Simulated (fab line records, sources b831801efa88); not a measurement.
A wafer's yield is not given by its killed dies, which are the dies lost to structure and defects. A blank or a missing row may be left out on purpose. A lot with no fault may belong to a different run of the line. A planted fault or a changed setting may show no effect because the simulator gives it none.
Which of the tools did it?    flow sky130    14 lots, 42 wafers sampled, at 6 steps of a route of 708

== WHAT EACH GAUGE READ, for each wafer ==
SKY_POLY_GATE_THK_MEAS_21.
lot   measured      on             POLY_GATE_OXIDATION_THK (nm)
L435  day 17 00:35  film-metro-03  3.97 3.96 4.03
L436  day 17 09:29  film-metro-01  4.20 4.05 4.13
L437  day 17 19:33  film-metro-04  3.99 3.98 4.05
L439  day 18 13:06  film-metro-04  3.99 3.93 3.97
L442  day 20 11:11  film-metro-04  4.05 3.99 4.01
L443  day 20 12:17  film-metro-04  4.06 4.08 4.06
L445  day 20 19:50  film-metro-04  3.93 3.99 4.01
L446  day 21 03:41  film-metro-03  4.17 4.17 4.15
L447  day 22 01:09  film-metro-04  4.06 4.05 4.01
L448  day 22 03:49  film-metro-03  3.97 3.99 3.93
L453  day 23 13:52  film-metro-01  4.14 4.16 4.15
L454  day 23 19:39  film-metro-01  4.03 3.98 3.98
L455  day 24 07:13  film-metro-01  4.13 4.17 4.21
L457  day 24 17:33  film-metro-03  4.01 4.01 4.07

SKY_POLY_GATE_CD_MEAS_22.
lot   measured      on         cd-nm (nm)
L435  day 17 00:39  cd-sem-02  149.1 152.2 149.6
L436  day 17 09:32  cd-sem-02  154.5 147.9 150.3
L437  day 17 19:37  cd-sem-02  149.3 148.4 153.0
L439  day 18 13:10  cd-sem-01  147.5 145.7 145.4
L442  day 20 11:14  cd-sem-02  151.2 149.3 152.0
L443  day 20 12:20  cd-sem-01  152.8 149.4 152.8
L445  day 20 19:53  cd-sem-02  155.5 153.5 154.8
L446  day 21 03:44  cd-sem-02  151.6 150.4 152.3
L447  day 22 01:13  cd-sem-01  149.4 152.0 152.6
L448  day 22 03:53  cd-sem-01  149.4 149.2 153.0
L453  day 23 13:58  cd-sem-01  149.2 154.5 151.7
L454  day 23 19:44  cd-sem-02  150.1 152.5 145.5
L455  day 24 07:18  cd-sem-01  146.4 155.2 153.6
L457  day 24 17:37  cd-sem-02  154.3 151.9 150.9

SKY_LDD_N_TW_MEAS_17.
lot   measured      on             LDD_N_TW
L435  day 18 07:12  film-metro-02  2626 2629 2640
L436  day 18 17:04  film-metro-02  2634 2634 2618
L437  day 19 03:10  film-metro-01  2592 2584 2585
L439  day 19 21:34  film-metro-04  2608 2593 2602
L442  day 21 19:27  film-metro-01  2569 2574 2571
L443  day 21 20:31  film-metro-02  2626 2628 2630
L445  day 22 04:07  film-metro-01  2442 2448 2463
L446  day 22 11:34  film-metro-01  2446 2444 2444
L447  day 23 09:10  film-metro-02  2639 2620 2625
L448  day 23 11:39  film-metro-01  2569 2580 2577
L453  day 24 20:24  film-metro-01  2583 2565 2570
L454  day 25 02:38  film-metro-02  2621 2604 2619
L455  day 25 14:46  film-metro-02  2616 2613 2626
L457  day 26 00:22  film-metro-01  2587 2588 2586

SKY_LDD_P_CD_MEAS_07 targets a cd of 380 nm.
lot   measured      on         cd-nm (nm)
L435  day 19 12:49  cd-sem-02  384.2 383.8 381.9
L436  day 19 23:53  cd-sem-01  381.8 382.4 381.7
L437  day 20 09:41  cd-sem-01  377.5 376.8 378.6
L439  day 21 04:02  cd-sem-02  382.2 379.5 381.9
L442  day 23 01:47  cd-sem-01  376.9 376.2 377.1
L443  day 23 02:43  cd-sem-02  376.1 377.5 375.5
L447  day 24 14:14  cd-sem-01  378.5 375.7 377.5
L448  day 24 17:26  cd-sem-02  378.7 379.4 378.1
L453  day 26 01:23  cd-sem-02  376.2 377.7 378.6
L454  day 26 08:04  cd-sem-02  383.5 380.7 382.2
L455  day 26 19:54  cd-sem-01  383.1 382.3 379.9
L457  day 27 05:13  cd-sem-02  374.1 376.3 375.1

== WHICH TOOL RAN EACH LOT (tool, then ch and the chambers of the sampled wafers, then the start) ==
lot   SKY_LDD_N_IMPLANT_09             SKY_LDD_N_STRIP_16
L435  implanter-01 ch 0, day 18 06:03  plasma-asher-03 ch 0,1, day 18 07:06
L436  implanter-03 ch 0, day 18 15:55  plasma-asher-03 ch 0,1, day 18 16:58
L437  implanter-03 ch 0, day 19 02:01  plasma-asher-04 ch 0,1, day 19 03:04
L439  implanter-01 ch 0, day 19 20:25  plasma-asher-01 ch 0,1, day 19 21:28
L442  implanter-01 ch 0, day 21 18:18  plasma-asher-03 ch 0,1, day 21 19:21
L443  implanter-03 ch 0, day 21 19:22  plasma-asher-03 ch 0,1, day 21 20:25
L445  implanter-01, day 22 02:58       plasma-asher-04 ch 0,1, day 22 04:01
L446  implanter-03, day 22 10:25       plasma-asher-04 ch 0,1, day 22 11:28
L447  implanter-03 ch 0, day 23 08:01  plasma-asher-04 ch 0,1, day 23 09:04
L448  implanter-01 ch 0, day 23 10:30  plasma-asher-03 ch 0,1, day 23 11:33
L453  implanter-03 ch 0, day 24 19:17  plasma-asher-03 ch 0,1, day 24 20:18
L454  implanter-03 ch 0, day 25 01:31  plasma-asher-04 ch 0,1, day 25 02:33
L455  implanter-01 ch 0, day 25 13:38  plasma-asher-01 ch 0,1, day 25 14:39
L457  implanter-03 ch 0, day 25 23:13  plasma-asher-03 ch 0,1, day 26 00:16
- SKY_LDD_N_IMPLANT_09
- SKY_LDD_N_STRIP_16: strips in O2/N2.

== WHAT THE TOOLS THEMSELVES READ (means of the sampled wafers that have a number; where no wafer has one, the mark that the record gives instead) ==
SKY_LDD_N_IMPLANT_09.
lot   tool          beam-energy-keV  beam-on-s (s)  dose-ions-cm2  end-station-pressure-torr (Torr)
L435  implanter-01  19.996           9.97           7.5e+13        5.32e-06
L436  implanter-03  20.000           9.97           7.5e+13        5.46e-06
L437  implanter-03  19.998           9.93           7.5e+13        5.44e-06
L439  implanter-01  20.002           10.01          7.5e+13        5.71e-06
L442  implanter-01  19.998           9.91           7.5e+13        5.39e-06
L443  implanter-03  19.995           10.16          7.5e+13        5.49e-06
L445  implanter-01  -                -              -              -
L446  implanter-03  -                -              -              -
L447  implanter-03  19.998           9.89           7.5e+13        5.32e-06
L448  implanter-01  20.001           9.97           7.5e+13        5.58e-06
L453  implanter-03  20.004           9.79           7.5e+13        5.35e-06
L454  implanter-03  19.999           9.91           7.5e+13        5.26e-06
L455  implanter-01  19.997           10.02          7.5e+13        5.39e-06
L457  implanter-03  20.007           10.11          7.5e+13        5.52e-06

SKY_LDD_N_STRIP_16.
lot   tool             drypump-motor-current-A (A)  n2-flow-sccm (sccm)  o2-flow-sccm (sccm)  oes-product-au (a.u.)  strip-time-to-endpoint-s (s)
L435  plasma-asher-03  6.0                          300.0                2990                 0.404                  4.326
L436  plasma-asher-03  5.8                          300.1                2998                 0.403                  4.332
L437  plasma-asher-04  5.2                          299.8                3002                 0.410                  4.301
L439  plasma-asher-01  5.5                          300.4                2998                 0.409                  4.329
L442  plasma-asher-03  6.0                          300.2                3001                 0.408                  4.327
L443  plasma-asher-03  6.0                          299.2                3008                 0.406                  4.310
L445  plasma-asher-04  5.3                          299.4                2997                 0.409                  4.166
L446  plasma-asher-04  5.3                          300.3                3006                 0.411                  4.151
L447  plasma-asher-04  5.3                          300.9                3003                 0.407                  4.298
L448  plasma-asher-03  5.8                          298.7                2996                 0.408                  4.323
L453  plasma-asher-03  5.9                          300.6                2991                 0.405                  4.341
L454  plasma-asher-04  5.5                          300.0                2993                 0.407                  4.304
L455  plasma-asher-01  5.3                          299.6                3000                 0.407                  4.314
L457  plasma-asher-03  5.8                          300.9                2998                 0.407                  4.312

== THE ANSWER, worked out from the rows above alone ==
Rule: what is usual is taken from the lots themselves. Put in order of their means at a reading, lots are off if they are a third of the lots or fewer, leave a main group of 4 or more, and stand apart from it by a gap of 3 or more times the standard deviation of the main group's means; of several such gaps the widest counts. A main group is skipped when, at the precision printed for the reading in the tables above, its means are all equal. A lot without any number at a reading at which 4 lots or more have one is off too. Any other lot the step has rows for is counted as sound. The gauges are gone through in route order, then the tools' own readings, and for those a lot's mean is taken as printed above. At the first step where some lot is off, the reading lying furthest off is the one used; lots without a number count as furthest.
Off: L445, L446, seen at SKY_LDD_N_TW_MEAS_17 (LDD_N_TW). For the main group the mean is 2604 and the standard deviation 23.
A tool fits if, at a process step before that reading, it ran every lot that is off, and no sound lot after the first of them. The gauges at SKY_LDD_N_TW_MEAS_17 aren't tried: what is off there is off at SKY_LDD_N_IMPLANT_09 too, on other tools, and a gauge's error can't cause that. Of those tried, none fits.

== WHAT WAS PUT IN BY THE SIMULATOR ==
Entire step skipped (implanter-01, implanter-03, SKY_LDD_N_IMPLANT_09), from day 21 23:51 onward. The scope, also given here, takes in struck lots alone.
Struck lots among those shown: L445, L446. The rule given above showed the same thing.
